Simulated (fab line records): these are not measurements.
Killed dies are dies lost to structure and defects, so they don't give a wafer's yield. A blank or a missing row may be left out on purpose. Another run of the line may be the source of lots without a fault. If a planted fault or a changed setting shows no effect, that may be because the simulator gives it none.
fab line records	flow sky130
record lots=24	wafers=72	last-day=50
route steps=708 shown FIELD_ISO@10 LOCAL_INTERCONNECT@388 METAL1@438 METAL2@487 METAL4@635
lots that met no fault: taken from a fault-free run of the same line
start-h: start of the lot's first displayed wafer, in hours after the record's first day	wait-h: hours since the lot's step before	" identical to the entry in the row above	L1.1+2: one row covering several wafers at once	- no value present, or no start provided	* or withheld: withheld	< > ~ a bound
route shown NAME@n: names a module that has steps shown in the file, with the first one's number in the route	usual: average and standard deviation across the fault-free wafers	same: alike in all rows	chamber/n: place in a boat	sites: per-site readings	_std_site: the values' standard deviation	_edge_site: outer sites' mean less inner sites'	radius-mm: for every site, how far away it sits from the centre of the wafer	mask NAME#n: copy n	behind: tool/chamber where the wafer was last shaped	hold: the reason the lot was held/the length of the hold in hours/how it ended	device: names the non-switching transistor (n, p or np)	end of line: the tests these same wafers got at the end of their route	a step with no rows: only its recipe	killed: dies that structure and defects cost at the first sort, which is not the same as the wafer's yield	map: dies across one wafer; x = killed, . = not, _ = none there
set.NAME: setting as actually run; set.NAME@STEP: the setting as run at that earlier step	model.NAME: the simulator's own value behind a step, which no gauge read
one table for each step of the route and one row for each wafer, over a sample of lots
services: when a tool's chamber went out of use (start-h, in hours from the record's first day, below 0 if earlier), for how many hours, and the reason
## steps
# step SKY_FIELD_ISO_SOFTBAKE_09
# recipe temp-c=100	time-s=93.81	resist=KrF-thick
# usual plate-sensor-t-centre-C=100.88/0.011	plate-sensor-t-edge-C=100.95/0.01
lot.wafer	tool	chamber	start-h	wait-h	plate-sensor-t-centre-C	plate-sensor-t-edge-C
L074.2	litho-track-04	0	-	-	100.87	100.94
L074.3	"	0	"	"	100.89	100.96
L074.6	"	0	"	"	100.89	100.95
L075.1	litho-track-01	0	-	-	100.87	100.96
L075.2	"	0	"	"	100.88	100.94
L075.5	"	0	"	"	100.88	100.95
L076.1	litho-track-04	0	-	-	100.88	100.96
L076.2	"	0	"	"	100.87	100.96
L076.6	"	0	"	"	100.87	100.97
L077.1	litho-track-03	0	-	-	100.90	100.95
L077.4	"	0	"	"	100.88	100.94
L077.5	"	0	"	"	100.89	100.96
L078.2	litho-track-04	0	-	-	100.86	100.98
L078.5	"	0	"	"	100.90	100.96
L078.6	"	0	"	"	100.87	100.96
L079.3	litho-track-03	0	-	-	100.87	100.96
L079.4	"	0	"	"	100.89	100.93
L079.6	"	0	"	"	100.89	100.95
L080.1	litho-track-04	0	-	-	100.89	100.96
L080.5	"	0	"	"	100.87	100.95
L080.6	"	0	"	"	100.89	100.96
L081.1	litho-track-04	0	-	-	100.89	100.94
L081.4	"	0	"	"	100.87	100.96
L081.6	"	0	"	"	100.87	100.94
L082.2	litho-track-03	0	-	-	100.88	100.96
L082.3	"	0	"	"	100.90	100.96
L082.5	"	0	"	"	100.87	100.94
L083.1	litho-track-01	0	-	-	100.88	100.96
L083.2	"	0	"	"	100.88	100.96
L083.6	"	0	"	"	100.89	100.95
L084.3	litho-track-03	0	-	-	100.87	100.94
L084.5	"	0	"	"	100.88	100.95
L084.6	"	0	"	"	100.89	100.94
L085.2	litho-track-03	0	-	-	100.88	100.95
L085.4	"	0	"	"	100.89	100.94
L085.5	"	0	"	"	100.89	100.96
L086.3	litho-track-01	0	-	-	100.87	100.95
L086.4	"	0	"	"	100.89	100.95
L086.6	"	0	"	"	100.87	100.96
L087.2	litho-track-03	0	-	-	100.88	100.94
L087.3	"	0	"	"	100.88	100.94
L087.6	"	0	"	"	100.87	100.97
L088.1	litho-track-03	0	-	-	100.88	100.95
L088.2	"	0	"	"	100.90	100.94
L088.5	"	0	"	"	100.88	100.97
L089.1	litho-track-03	0	-	-	100.90	100.95
L089.4	"	0	"	"	100.88	100.97
L089.6	"	0	"	"	100.86	100.92
L090.4	litho-track-04	0	-	-	100.89	100.97
L090.5	"	0	"	"	100.89	100.97
L090.6	"	0	"	"	100.88	100.95
L091.2	litho-track-03	0	-	-	100.88	100.97
L091.5	"	0	"	"	100.88	100.96
L091.6	"	0	"	"	100.89	100.97
L092.3	litho-track-04	0	-	-	100.88	100.96
L092.4	"	0	"	"	100.89	100.94
L092.5	"	0	"	"	100.87	100.96
L093.2	litho-track-03	0	-	-	100.89	100.94
L093.4	"	0	"	"	100.87	100.96
L093.6	"	0	"	"	100.88	100.95
L094.2	litho-track-04	0	-	-	100.87	100.96
L094.5	"	0	"	"	100.87	100.98
L094.6	"	0	"	"	100.90	100.98
L095.1	litho-track-04	0	-	-	100.88	100.95
L095.4	"	0	"	"	100.90	100.96
L095.5	"	0	"	"	100.90	100.96
L096.3	litho-track-03	0	-	-	100.88	100.95
L096.4	"	0	"	"	100.89	100.95
L096.6	"	0	"	"	100.87	100.95
L097.1	litho-track-03	0	-	-	100.89	100.97
L097.4	"	0	"	"	100.87	100.95
L097.5	"	0	"	"	100.89	100.95
# step SKY_LOCAL_INTERCONNECT_RS_MEAS_01
# recipe thk-meas-gauge=four-point-probe	reads=TiN_of_LOCAL_INTERCONNECT_SPUTTER_00
# usual LOCAL_INTERCONNECT_TIN_RS=14.16/0.19
lot.wafer	tool	chamber	start-h	wait-h	LOCAL_INTERCONNECT_TIN_RS[ohm/sq]
L074.2	film-metro-03	-	680.28	0.1	13.99
L074.3	"	-	"	"	14.07
L074.6	"	-	"	"	14.08
L075.1	film-metro-03	-	691.57	0.0	14.08
L075.2	"	-	"	"	14.12
L075.5	"	-	"	"	14.13
L076.1	film-metro-04	-	709.71	0.0	13.84
L076.2	"	-	"	"	13.89
L076.6	"	-	"	"	13.83
L077.1	film-metro-03	-	715.25	0.0	14.02
L077.4	"	-	"	"	14.16
L077.5	"	-	"	"	14.23
L078.2	film-metro-03	-	718.72	0.1	13.96
L078.5	"	-	"	"	14.01
L078.6	"	-	"	"	13.92
L079.3	film-metro-02	-	726.41	0.1	14.20
L079.4	"	-	"	"	14.17
L079.6	"	-	"	"	14.19
L080.1	film-metro-02	-	735.52	0.0	13.95
L080.5	"	-	"	"	13.91
L080.6	"	-	"	"	13.88
L081.1	film-metro-03	-	738.51	0.0	13.99
L081.4	"	-	"	"	14.15
L081.6	"	-	"	"	14.21
L083.1	film-metro-02	-	760.13	0.0	14.50
L083.2	"	-	"	"	14.35
L083.6	"	-	"	"	14.46
L082.2	film-metro-04	-	760.86	0.1	14.17
L082.3	"	-	"	"	14.24
L082.5	"	-	"	"	14.34
L084.3	film-metro-02	-	768.26	0.1	14.33
L084.5	"	-	"	"	14.24
L084.6	"	-	"	"	14.35
L085.2	film-metro-03	-	776.88	0.1	14.50
L085.4	"	-	"	"	14.47
L085.5	"	-	"	"	14.44
L086.3	film-metro-04	-	795.22	0.1	13.78
L086.4	"	-	"	"	13.80
L086.6	"	-	"	"	13.76
L087.2	film-metro-03	-	797.30	0.1	14.20
L087.3	"	-	"	"	14.34
L087.6	"	-	"	"	14.25
L088.1	film-metro-02	-	798.53	0.0	14.36
L088.2	"	-	"	"	14.44
L088.5	"	-	"	"	14.42
L089.1	film-metro-02	-	800.71	0.0	14.20
L089.4	"	-	"	"	14.29
L089.6	"	-	"	"	14.10
L090.4	film-metro-03	-	814.42	0.1	14.37
L090.5	"	-	"	"	14.44
L090.6	"	-	"	"	14.35
L091.2	film-metro-04	-	815.45	0.1	14.31
L091.5	"	-	"	"	14.40
L091.6	"	-	"	"	14.37
L092.3	film-metro-04	-	819.52	0.1	14.18
L092.4	"	-	"	"	14.11
L092.5	"	-	"	"	14.13
L093.2	film-metro-03	-	834.96	0.1	14.30
L093.4	"	-	"	"	14.30
L093.6	"	-	"	"	14.28
L094.2	film-metro-02	-	841.50	0.1	13.97
L094.5	"	-	"	"	13.89
L094.6	"	-	"	"	14.00
L095.1	film-metro-03	-	853.72	0.0	14.23
L095.4	"	-	"	"	14.04
L095.5	"	-	"	"	14.01
L096.3	film-metro-03	-	859.49	0.1	13.93
L096.4	"	-	"	"	14.06
L096.6	"	-	"	"	14.16
L097.1	film-metro-04	-	862.21	0.0	14.27
L097.4	"	-	"	"	14.29
L097.5	"	-	"	"	14.18
# step SKY_LOCAL_INTERCONNECT_ETCH_13
# recipe chemistry=N2/H2	target=BARC	ion-energy-ev=200	bias-w=100	pressure-mtorr=30	n2-flow-sccm=100	h2-flow-sccm=200	icp-w=500	stop-on=SiO2	time-s=45.9	target-depth-a=600
# usual drypump-motor-current-A=6.0/0.54	oes-product-au=0.854/0.0046	throttle-valve-pct=13.225/0.0087
lot.wafer	tool	chamber	start-h	wait-h	drypump-motor-current-A	oes-product-au	rf-hours-counter-h	throttle-valve-pct
L074.2	rie-metal-03	0	709.05	0.0	5.1	0.857	9	13.218
L074.3	"	1	"	"	6.8	0.856	-	13.211
L074.6	"	0	"	"	5.1	0.856	-	13.223
L075.1	rie-metal-03	1	719.32	0.0	6.8	0.851	4	13.224
L075.2	"	0	"	"	5.2	0.848	9	13.222
L075.5	"	1	"	"	6.8	0.855	-	13.225
L076.1	rie-metal-03	1	737.18	0.0	6.7	0.854	5	13.213
L076.2	"	0	"	"	5.1	0.857	10	13.215
L076.6	"	1	"	"	6.7	0.859	-	13.222
L077.1	rie-metal-03	0	743.52	0.0	5.1	0.860	10	13.229
L077.4	"	1	"	"	6.7	0.855	-	13.229
L077.5	"	1	"	"	6.7	0.852	-	13.234
L078.2	rie-metal-04	1	746.55	0.0	5.8	0.854	6	13.208
L078.5	"	0	"	"	6.4	0.853	-	13.232
L078.6	"	1	"	"	5.7	0.847	-	13.213
L079.3	rie-metal-03	1	754.14	0.0	6.7	0.853	-	13.230
L079.4	"	0	"	"	5.1	0.866	-	13.231
L079.6	"	1	"	"	6.7	0.865	-	13.235
L080.1	rie-metal-04	0	763.27	0.0	6.5	0.848	1	13.219
L080.5	"	1	"	"	5.8	0.847	-	13.231
L080.6	"	0	"	"	6.5	0.857	-	13.229
L081.1	rie-metal-03	1	766.27	0.0	6.8	0.858	6	13.222
L081.4	"	1	"	"	6.7	0.854	-	13.211
L081.6	"	1	"	"	6.7	0.859	-	13.221
L083.1	rie-metal-04	0	787.42	0.0	6.5	0.856	2	13.222
L083.2	"	1	"	"	5.8	0.851	8	13.218
L083.6	"	1	"	"	5.8	0.862	-	13.221
L082.2	rie-metal-02	0	787.92	0.0	6.3	0.853	-	13.213
L082.3	"	0	"	"	6.3	0.852	-	13.226
L082.5	"	0	"	"	6.2	0.846	-	13.233
L084.3	rie-metal-03	1	795.49	0.0	6.8	0.850	-	13.214
L084.5	"	1	"	"	6.7	0.849	-	13.226
L084.6	"	0	"	"	5.1	0.852	-	13.228
L085.2	rie-metal-04	0	803.87	0.0	6.5	0.854	3	13.231
L085.4	"	1	"	"	5.8	0.855	-	13.217
L085.5	"	0	"	"	6.5	0.856	-	13.225
L086.3	rie-metal-04	0	822.77	0.0	6.4	0.845	-	13.226
L086.4	"	1	"	"	5.8	0.850	-	13.238
L086.6	"	0	"	"	6.5	0.853	-	13.235
L087.2	rie-metal-02	1	824.52	0.0	5.6	0.840	1	13.219
L087.3	"	1	"	"	5.6	0.848	-	13.227
L087.6	"	0	"	"	6.2	0.861	-	13.234
L088.1	rie-metal-03	0	825.70	0.0	5.1	0.854	13	13.231
L088.2	"	1	"	"	6.7	0.866	9	13.232
L088.5	"	0	"	"	5.1	0.854	-	13.224
L089.1	rie-metal-02	1	827.82	0.0	5.6	0.856	1	13.228
L089.4	"	1	"	"	5.6	0.854	-	13.217
L089.6	"	1	"	"	5.6	0.861	-	13.222
L090.4	rie-metal-02	0	841.54	0.0	6.3	0.856	-	13.213
L090.5	"	0	"	"	6.3	0.851	-	13.232
L090.6	"	1	"	"	5.6	0.862	-	13.220
L091.2	rie-metal-04	0	842.87	0.0	6.4	0.849	4	13.214
L091.5	"	0	"	"	6.4	0.854	-	13.238
L091.6	"	1	"	"	5.8	0.852	-	13.221
L092.3	rie-metal-02	1	846.47	0.0	5.5	0.856	-	13.219
L092.4	"	0	"	"	6.3	0.855	-	13.232
L092.5	"	1	"	"	5.6	0.851	-	13.234
L093.2	rie-metal-04	1	860.83	0.0	5.8	0.857	11	13.228
L093.4	"	0	"	"	6.4	0.851	-	13.217
L093.6	"	0	"	"	6.4	0.858	-	13.229
L094.2	rie-metal-04	1	867.53	0.0	5.8	0.851	11	13.229
L094.5	"	1	"	"	5.8	0.858	-	13.230
L094.6	"	0	"	"	6.5	0.857	-	13.238
L095.1	rie-metal-02	1	880.38	0.0	5.6	0.857	3	13.229
L095.4	"	0	"	"	6.2	0.853	-	13.208
L095.5	"	0	"	"	6.2	0.856	-	13.237
L096.3	rie-metal-04	0	886.09	0.0	6.5	0.854	-	13.217
L096.4	"	1	"	"	5.8	0.854	-	13.219
L096.6	"	1	"	"	5.8	0.855	-	13.218
L097.1	rie-metal-02	1	888.97	0.0	5.6	0.849	3	13.218
L097.4	"	1	"	"	5.6	0.848	-	13.207
L097.5	"	0	"	"	6.3	0.851	-	13.232
# step SKY_METAL1_SPUTTER_04
# recipe material=TiN	target-thk-nm=70	power-w=6500	time-s=58.3	chamber-pressure-pa=0.4
# usual throttle-valve-pct=30.3/0.92
lot.wafer	tool	chamber	start-h	wait-h	throttle-valve-pct
L074.2	pvd-sputter-01	-	739.94	0.0	30.0
L074.3	"	-	"	"	31.4
L074.6	"	-	"	"	30.1
L075.1	pvd-sputter-04	-	750.75	0.0	31.4
L075.2	"	-	"	"	28.2
L075.5	"	-	"	"	28.3
L076.1	pvd-sputter-02	-	767.29	0.0	31.2
L076.2	"	-	"	"	29.7
L076.6	"	-	"	"	30.8
L077.1	pvd-sputter-04	-	773.69	0.0	28.3
L077.4	"	-	"	"	31.5
L077.5	"	-	"	"	31.0
L078.2	pvd-sputter-01	-	776.42	0.0	29.2
L078.5	"	-	"	"	29.2
L078.6	"	-	"	"	29.1
L079.3	pvd-sputter-01	-	783.46	0.0	31.3
L079.4	"	-	"	"	29.7
L079.6	"	-	"	"	30.0
L080.1	pvd-sputter-04	-	793.22	0.0	28.3
L080.5	"	-	"	"	28.3
L080.6	"	-	"	"	31.4
L081.1	pvd-sputter-02	-	796.21	0.0	31.2
L081.4	"	-	"	"	31.1
L081.6	"	-	"	"	30.6
L083.1	pvd-sputter-01	-	817.05	0.0	30.0
L083.2	"	-	"	"	29.3
L083.6	"	-	"	"	31.4
L082.2	pvd-sputter-02	-	817.95	0.0	30.4
L082.3	"	-	"	"	30.9
L082.5	"	-	"	"	31.2
L084.3	pvd-sputter-04	-	825.51	0.0	28.1
L084.5	"	-	"	"	31.4
L084.6	"	-	"	"	28.2
L085.2	pvd-sputter-01	-	832.93	0.0	29.6
L085.4	"	-	"	"	29.5
L085.5	"	-	"	"	29.8
L086.3	pvd-sputter-02	-	852.10	0.0	30.7
L086.4	"	-	"	"	31.2
L086.6	"	-	"	"	31.2
L087.2	pvd-sputter-01	-	853.62	0.0	31.0
L087.3	"	-	"	"	29.4
L087.6	"	-	"	"	30.1
L088.1	pvd-sputter-04	-	855.06	0.0	28.3
L088.2	"	-	"	"	31.6
L088.5	"	-	"	"	31.3
L089.1	pvd-sputter-02	-	857.64	0.0	30.3
L089.4	"	-	"	"	30.0
L089.6	"	-	"	"	30.1
L090.4	pvd-sputter-02	-	870.92	0.0	30.0
L090.5	"	-	"	"	31.2
L090.6	"	-	"	"	29.5
L091.2	pvd-sputter-01	-	872.25	0.0	29.4
L091.5	"	-	"	"	30.1
L091.6	"	-	"	"	29.2
L092.3	pvd-sputter-02	-	875.49	0.0	30.9
L092.4	"	-	"	"	29.7
L092.5	"	-	"	"	31.1
L093.2	pvd-sputter-01	-	889.79	0.0	29.4
L093.4	"	-	"	"	29.6
L093.6	"	-	"	"	29.3
L094.2	pvd-sputter-04	-	897.00	0.0	31.5
L094.5	"	-	"	"	31.2
L094.6	"	-	"	"	30.9
L095.1	pvd-sputter-04	-	909.55	0.0	31.1
L095.4	"	-	"	"	28.0
L095.5	"	-	"	"	31.4
L096.3	pvd-sputter-01	-	915.09	0.0	29.1
L096.4	"	-	"	"	30.1
L096.6	"	-	"	"	29.5
L097.1	pvd-sputter-02	-	917.24	0.0	30.9
L097.4	"	-	"	"	30.6
L097.5	"	-	"	"	31.2
# step SKY_METAL2_SPUTTER_04
# recipe material=TiN	target-thk-nm=70	power-w=6500	time-s=58.3	chamber-pressure-pa=0.4
# usual throttle-valve-pct=29.9/1.2
lot.wafer	tool	chamber	start-h	wait-h	throttle-valve-pct
L074.2	pvd-sputter-01	-	797.14	0.0	29.6
L074.3	"	-	"	"	29.4
L074.6	"	-	"	"	29.8
L075.1	pvd-sputter-01	-	808.53	0.0	30.0
L075.2	"	-	"	"	29.3
L075.5	"	-	"	"	29.3
L076.1	pvd-sputter-03	-	824.64	0.0	31.9
L076.2	"	-	"	"	27.5
L076.6	"	-	"	"	29.3
L077.1	pvd-sputter-03	-	831.42	0.0	29.3
L077.4	"	-	"	"	27.5
L077.5	"	-	"	"	27.2
L078.2	pvd-sputter-03	-	833.28	0.0	29.1
L078.5	"	-	"	"	29.2
L078.6	"	-	"	"	27.3
L079.3	pvd-sputter-01	-	839.35	0.0	30.3
L079.4	"	-	"	"	31.5
L079.6	"	-	"	"	29.5
L080.1	pvd-sputter-01	-	849.99	0.0	29.3
L080.5	"	-	"	"	29.5
L080.6	"	-	"	"	30.3
L081.1	pvd-sputter-02	-	853.35	0.0	30.0
L081.4	"	-	"	"	30.6
L081.6	"	-	"	"	29.8
L083.1	pvd-sputter-01	-	874.00	0.0	30.0
L083.2	"	-	"	"	29.6
L083.6	"	-	"	"	29.4
L082.2	pvd-sputter-02	-	874.33	0.0	30.1
L082.3	"	-	"	"	30.9
L082.5	"	-	"	"	29.9
L084.3	pvd-sputter-01	-	881.52	0.0	29.4
L084.5	"	-	"	"	30.0
L084.6	"	-	"	"	29.6
L085.2	pvd-sputter-01	-	888.43	0.0	30.1
L085.4	"	-	"	"	29.6
L085.5	"	-	"	"	29.3
L086.3	pvd-sputter-01	-	906.93	0.0	29.5
L086.4	"	-	"	"	31.5
L086.6	"	-	"	"	29.6
L087.2	pvd-sputter-01	-	909.18	0.0	31.5
L087.3	"	-	"	"	29.4
L087.6	"	-	"	"	29.5
L088.1	pvd-sputter-02	-	910.33	0.0	29.9
L088.2	"	-	"	"	29.5
L088.5	"	-	"	"	31.4
L089.1	pvd-sputter-01	-	913.43	0.0	29.5
L089.4	"	-	"	"	29.6
L089.6	"	-	"	"	31.3
L090.4	pvd-sputter-01	-	925.65	0.0	29.5
L090.5	"	-	"	"	29.9
L090.6	"	-	"	"	29.3
L091.2	pvd-sputter-01	-	927.42	0.0	29.6
L091.5	"	-	"	"	29.4
L091.6	"	-	"	"	30.1
L092.3	pvd-sputter-02	-	929.89	0.0	30.6
L092.4	"	-	"	"	29.5
L092.5	"	-	"	"	29.6
L093.2	pvd-sputter-01	-	943.98	0.0	29.2
L093.4	"	-	"	"	29.5
L093.6	"	-	"	"	29.4
L094.2	pvd-sputter-03	-	948.83	0.0	27.6
L094.5	"	-	"	"	27.5
L094.6	"	-	"	"	32.1
L095.1	pvd-sputter-03	-	961.53	0.0	27.5
L095.4	"	-	"	"	29.2
L095.5	"	-	"	"	31.9
L096.3	pvd-sputter-02	-	966.97	0.0	31.0
L096.4	"	-	"	"	30.0
L096.6	"	-	"	"	30.5
L097.1	pvd-sputter-02	-	970.49	0.0	31.1
L097.4	"	-	"	"	29.9
L097.5	"	-	"	"	30.8
# step SKY_METAL4_STRIP_19
# recipe chemistry=O2/N2	power-w=1400	pressure-mtorr=1500	platen-temp-c=withheld	o2-flow-sccm=3000	n2-flow-sccm=300	overash-fraction=0.5
# usual drypump-motor-current-A=5.8/0.44	oes-product-au=0.509/0.0057	strip-time-to-endpoint-s=6.70/0.072
lot.wafer	tool	chamber	start-h	wait-h	drypump-motor-current-A	oes-product-au	rf-hours-counter-h	strip-time-to-endpoint-s
L074.2	plasma-asher-04	0	985.90	0.1	5.3	0.507	116	6.63
L074.3	"	1	"	"	5.9	0.504	-	6.69
L074.6	"	1	"	"	5.9	0.496	-	6.57
L075.1	plasma-asher-03	0	993.15	0.1	6.8	0.510	56	6.70
L075.2	"	1	"	"	5.8	0.504	56	6.67
L075.5	"	1	"	"	5.8	0.510	-	6.73
L076.1	plasma-asher-01	1	1008.56	0.1	5.8	0.526	88	6.82
L076.2	"	0	"	"	5.5	0.509	88	6.77
L076.6	"	1	"	"	5.8	0.519	-	6.81
L077.1	plasma-asher-03	1	1014.35	0.1	5.8	0.508	58	6.72
L077.4	"	0	"	"	6.7	0.503	-	6.75
L077.5	"	0	"	"	6.7	0.510	-	6.74
L078.2	plasma-asher-01	1	1015.21	0.1	5.8	0.510	88	6.65
L078.5	"	1	"	"	5.7	0.508	-	6.72
L078.6	"	0	"	"	5.5	0.500	-	6.64
L079.3	plasma-asher-01	0	1021.24	0.1	5.5	0.505	-	6.65
L079.4	"	1	"	"	5.8	0.510	-	6.67
L079.6	"	0	"	"	5.5	0.511	-	6.64
L080.1	plasma-asher-04	0	1030.40	0.1	5.3	0.506	120	6.71
L080.5	"	1	"	"	5.9	0.508	-	6.66
L080.6	"	0	"	"	5.3	0.514	-	6.73
L081.1	plasma-asher-03	1	1032.96	0.1	5.8	0.509	60	6.76
L081.4	"	1	"	"	5.8	0.501	-	6.66
L081.6	"	0	"	"	6.7	0.513	-	6.71
L083.1	plasma-asher-03	1	1048.85	0.1	5.8	0.516	62	6.79
L083.2	"	0	"	"	6.8	0.510	62	6.82
L083.6	"	0	"	"	6.7	0.516	-	6.82
L082.2	plasma-asher-04	1	1053.86	0.1	5.9	0.502	122	6.62
L082.3	"	0	"	"	5.4	0.505	-	6.65
L082.5	"	1	"	"	5.9	0.503	-	6.56
L084.3	plasma-asher-01	1	1059.79	0.1	5.8	0.520	-	6.67
L084.5	"	0	"	"	5.5	0.505	-	6.66
L084.6	"	1	"	"	5.8	0.499	-	6.63
L085.2	plasma-asher-03	1	1062.75	0.1	5.8	0.505	63	6.53
L085.4	"	0	"	"	6.8	0.500	-	6.56
L085.5	"	0	"	"	6.7	0.507	-	6.62
L086.3	plasma-asher-01	0	1080.14	0.1	5.5	0.510	-	6.75
L086.4	"	1	"	"	5.7	0.509	-	6.67
L086.6	"	1	"	"	5.8	0.513	-	6.72
L087.2	plasma-asher-01	0	1081.10	0.1	5.5	0.507	95	6.55
L087.3	"	1	"	"	5.8	0.507	-	6.70
L087.6	"	0	"	"	5.5	0.506	-	6.72
L088.1	plasma-asher-03	0	1082.16	0.1	6.7	0.493	65	6.58
L088.2	"	1	"	"	5.8	0.506	65	6.59
L088.5	"	1	"	"	5.8	0.504	-	6.66
L089.1	plasma-asher-04	0	1086.50	0.1	5.4	0.506	2	6.71
L089.4	"	0	"	"	5.3	0.497	-	6.65
L089.6	"	1	"	"	5.9	0.503	-	6.59
L090.4	plasma-asher-03	1	1095.80	0.1	5.8	0.514	-	6.66
L090.5	"	1	"	"	5.8	0.508	-	6.71
L090.6	"	0	"	"	6.7	0.520	-	6.67
L091.2	plasma-asher-01	0	1097.60	0.1	5.5	0.516	97	6.76
L091.5	"	0	"	"	5.5	0.517	-	6.79
L091.6	"	1	"	"	5.8	0.521	-	6.79
L092.3	plasma-asher-01	1	1100.49	0.1	5.7	0.513	-	6.72
L092.4	"	0	"	"	5.5	0.511	-	6.69
L092.5	"	0	"	"	5.5	0.517	-	6.76
L093.2	plasma-asher-01	0	1110.35	0.1	5.5	0.506	98	6.65
L093.4	"	0	"	"	5.5	0.512	-	6.69
L093.6	"	1	"	"	5.8	0.503	-	6.68
L094.2	plasma-asher-01	0	1114.10	0.1	5.5	0.513	99	6.79
L094.5	"	1	"	"	5.7	0.510	-	6.76
L094.6	"	0	"	"	5.5	0.515	-	6.81
L095.1	plasma-asher-03	0	1124.26	0.1	6.7	0.519	70	6.85
L095.4	"	0	"	"	6.7	0.524	-	6.80
L095.5	"	0	"	"	6.8	0.512	-	6.82
L096.3	plasma-asher-01	1	1130.45	0.1	5.8	0.510	-	6.69
L096.4	"	0	"	"	5.5	0.512	-	6.67
L096.6	"	1	"	"	5.8	0.513	-	6.67
L097.1	plasma-asher-04	0	1131.90	0.1	5.3	0.508	5	6.67
L097.4	"	0	"	"	5.3	0.511	-	6.75
L097.5	"	1	"	"	5.9	0.509	-	6.62
## services
tool	chamber	start-h	hours	kind
plasma-asher-01	-	73.31	2.8	pm
plasma-asher-01	-	108.75	9.0	pm
pvd-sputter-02	-	122.60	2.8	repair
pvd-sputter-02	-	197.01	4.0	repair
pvd-sputter-02	-	201.89	1.6	repair
pvd-sputter-01	-	207.99	11.4	repair
plasma-asher-01	-	240.21	0.8	repair
pvd-sputter-02	-	278.27	1.0	repair
pvd-sputter-02	-	289.10	2.6	repair
pvd-sputter-01	-	408.12	3.6	repair
pvd-sputter-02	-	449.56	97.0	repair
plasma-asher-01	-	459.42	1.8	repair
pvd-sputter-02	-	467.06	17.0	repair
plasma-asher-01	-	631.41	4.5	repair
pvd-sputter-01	-	648.74	3.0	repair
pvd-sputter-01	-	745.35	6.2	repair
pvd-sputter-02	-	768.48	8.8	repair
plasma-asher-01	-	801.73	1.7	repair
plasma-asher-01	-	851.04	1.6	repair
plasma-asher-01	-	905.07	11.0	repair
plasma-asher-01	-	977.57	0.7	repair
plasma-asher-01	-	987.59	0.6	repair
pvd-sputter-01	-	1111.41	2.5	repair
pvd-sputter-01	-	1111.76	4.6	repair
## key
fault none
